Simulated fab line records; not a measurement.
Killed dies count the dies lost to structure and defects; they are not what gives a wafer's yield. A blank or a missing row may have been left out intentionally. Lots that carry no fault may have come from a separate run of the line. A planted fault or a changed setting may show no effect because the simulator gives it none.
Matching of chambers / flow sfq line / SFQ_TRILAYER_I4_CMP_CMP_100 on cmp-02: 4 sister chambers
The step polishes SiO2. 16 wafers are shown with their chamber, then 7 later ones without.

WAFERS WITH THEIR CHAMBER
wafer=L751.1; chamber=2; motor current A (A)=8.2; time to endpoint s (s)=219
wafer=L751.4; chamber=1; motor current A (A)=10.1; time to endpoint s (s)=227
wafer=L751.6; chamber=1; motor current A (A)=9.8; time to endpoint s (s)=228
wafer=L752.1; chamber=2; motor current A (A)=8.4; time to endpoint s (s)=202
wafer=L752.5; chamber=1; motor current A (A)=9.9; time to endpoint s (s)=208
wafer=L752.6; chamber=2; motor current A (A)=8.3; time to endpoint s (s)=211
wafer=L756.2; chamber=0; motor current A (A)=9.1; time to endpoint s (s)=215
wafer=L756.1; chamber=2; motor current A (A)=8.4; time to endpoint s (s)=218
wafer=L756.6; chamber=1; motor current A (A)=9.9; time to endpoint s (s)=230
wafer=L764.2; chamber=3; motor current A (A)=9.3; time to endpoint s (s)=190
wafer=L764.1; chamber=1; motor current A (A)=9.9; time to endpoint s (s)=220
wafer=L764.5; chamber=3; motor current A (A)=9.3; time to endpoint s (s)=198
wafer=L765.2; chamber=3; motor current A (A)=9.9; time to endpoint s (s)=194
wafer=L765.3; chamber=2; motor current A (A)=8.1; time to endpoint s (s)=207
wafer=L766.2; chamber=0; motor current A (A)=8.9; time to endpoint s (s)=203
wafer=L766.1; chamber=3; motor current A (A)=10.3; time to endpoint s (s)=206

SIGNATURES (averages over the wafers above)
reading=motor current A; chamber 0=9.000; chamber 1=9.920; chamber 2=8.280; chamber 3=9.700; scatter within a chamber=0.267
reading=time to endpoint s; chamber 0=209.00; chamber 1=222.60; chamber 2=211.40; chamber 3=197.00; scatter within a chamber=7.88
Rule: for each reading, subtract the chamber's mean from the wafer's reading, divide by that reading's scatter and square the result; add these up over the readings and take the root, which gives the wafer's distance from the chamber. The wafer belongs to the nearest chamber; if the next one is less than 2 further off, it can't be placed. The scatter: the root of (the sum of the squares of (reading less its chamber's mean) over the shown wafers, divided by (wafers less chambers)).

WAFERS WITH NO CHAMBER GIVEN
wafer=L766.3; motor current A (A)=8.5; time to endpoint s (s)=211
wafer=L772.3; motor current A (A)=9.5; time to endpoint s (s)=205
wafer=L772.4; motor current A (A)=8.5; time to endpoint s (s)=222
wafer=L772.5; motor current A (A)=8.1; time to endpoint s (s)=221
wafer=L773.2; motor current A (A)=9.8; time to endpoint s (s)=195
wafer=L773.4; motor current A (A)=7.9; time to endpoint s (s)=217
wafer=L773.6; motor current A (A)=8.4; time to endpoint s (s)=215

WHICH CHAMBER EACH WENT THROUGH
wafer=L766.3; from the rows above=can't be placed: 2 or 0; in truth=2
wafer=L772.3; from the rows above=can't be placed: 3 or 0 or 1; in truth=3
wafer=L772.4; from the rows above=can't be placed: 2 or 0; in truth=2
wafer=L772.5; from the rows above=2; in truth=2
wafer=L773.2; from the rows above=3; in truth=3
wafer=L773.4; from the rows above=2; in truth=2
wafer=L773.6; from the rows above=can't be placed: 2 or 0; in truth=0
3 of 7 placed correctly. Can't be placed from these rows: 4 (the true chamber is among the candidates in 4). Number placed wrongly: 0.
